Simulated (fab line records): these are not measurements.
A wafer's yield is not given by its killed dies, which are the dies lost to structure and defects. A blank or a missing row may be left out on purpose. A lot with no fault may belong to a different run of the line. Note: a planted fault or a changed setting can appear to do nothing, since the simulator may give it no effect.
A single fault, viewed from 2 desks :: flow gf180mcu :: numbers are kept per desk, each desk with only its own; the story behind them comes last

== DESK OF THE TOOL OWNER: plasma_asher-02 ==
The tool's own readings at GF_MVSD_STRIP_10 (strips in O2/N2): means of the sampled wafers that have a number, for each lot that ran on this tool. Marked OUT: a lot whose mean sits more than 4 standard deviations from the usual mean, which makes it out of limits; the brackets give that distance.
Columns: A = drypump_motor_current_A at GF_MVSD_STRIP_10, usual 5.95 A; B = heater_power_w at GF_MVSD_STRIP_10, usual 364 W; C = oes_product_au at GF_MVSD_STRIP_10, usual 0.722 a.u.; D = strip_time_to_endpoint_s at GF_MVSD_STRIP_10, usual 36.97 s
lot: L314
first seen here: day 4 21:37
A: 6.18
B: 380
C: 0.720
D: 36.79

lot: L317
first seen here: day 5 14:42
A: 6.14
B: 378
C: 0.719
D: 37.12

lot: L318
first seen here: day 5 18:58
A: 6.15
B: 378
C: 0.724
D: 37.02

lot: L320
first seen here: day 6 07:52
A: 6.17
B: 377
C: 0.715
D: 36.97

lot: L324
first seen here: day 7 11:15
A: 6.16
B: 378
C: 0.739
D: 35.83 (-11) OUT

lot: L325
first seen here: day 7 16:36
A: 6.18
B: 375
C: 0.736
D: 35.87 (-11) OUT
This desk finds L324, L325 out of limits, L324 being first, at day 7 11:15 (strip_time_to_endpoint_s at GF_MVSD_STRIP_10). In limits: L314, L317, L318, L320.

== THE METROLOGY DESK ==
Lot by lot, what the gauges showed, no matter which tool ran the lot: averages of those sampled wafers that carry a number. Marked OUT: a lot whose mean sits more than 4 standard deviations from the usual mean, which makes it out of limits; the brackets give that distance.
Columns: A = VT_IMPLANT_4_TW at GF_VT_IMPLANT_TW_MEAS_43, usual 689
lot: L312
first seen here: day 7 12:29
A: 701

lot: L313
first seen here: day 7 18:20
A: 695

lot: L314
first seen here: day 8 01:17
A: 680

lot: L317
first seen here: day 8 23:05
A: 682

lot: L318
first seen here: day 9 04:00
A: 682

lot: L320
first seen here: day 9 18:48
A: 695

lot: L324
first seen here: day 11 03:44
A: 693

lot: L325
first seen here: day 11 09:09
A: 693

lot: L328
first seen here: day 12 03:54
A: 688

lot: L329
first seen here: day 12 08:33
A: 686

lot: L330
first seen here: day 12 17:20
A: 686

lot: L333
first seen here: day 13 12:52
A: 683

lot: L335
first seen here: day 14 02:46
A: 683
This desk found nothing out of limits on any of the 13 lots.

== ALL TOGETHER ==
An alarm could have come from the tool owner's desk at day 7 11:15, on L324, L325.
At the metrology desk, nothing out of limits was observed.
The metrology desk holds a record of L324, L325, inside its limits.
GF_MVSD_STRIP_10 was run on plasma_asher-02 by each of the lots named.

== WHAT HAD BEEN PUT IN BY THE SIMULATOR ==
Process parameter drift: plasma_asher-02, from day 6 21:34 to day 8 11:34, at GF_MVSD_STRIP_10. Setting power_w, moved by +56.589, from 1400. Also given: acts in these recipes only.
Shown lots that were struck: L324, L325.
Hours from the fault's start to each desk's first reading out of limits: the tool owner's desk, 14.
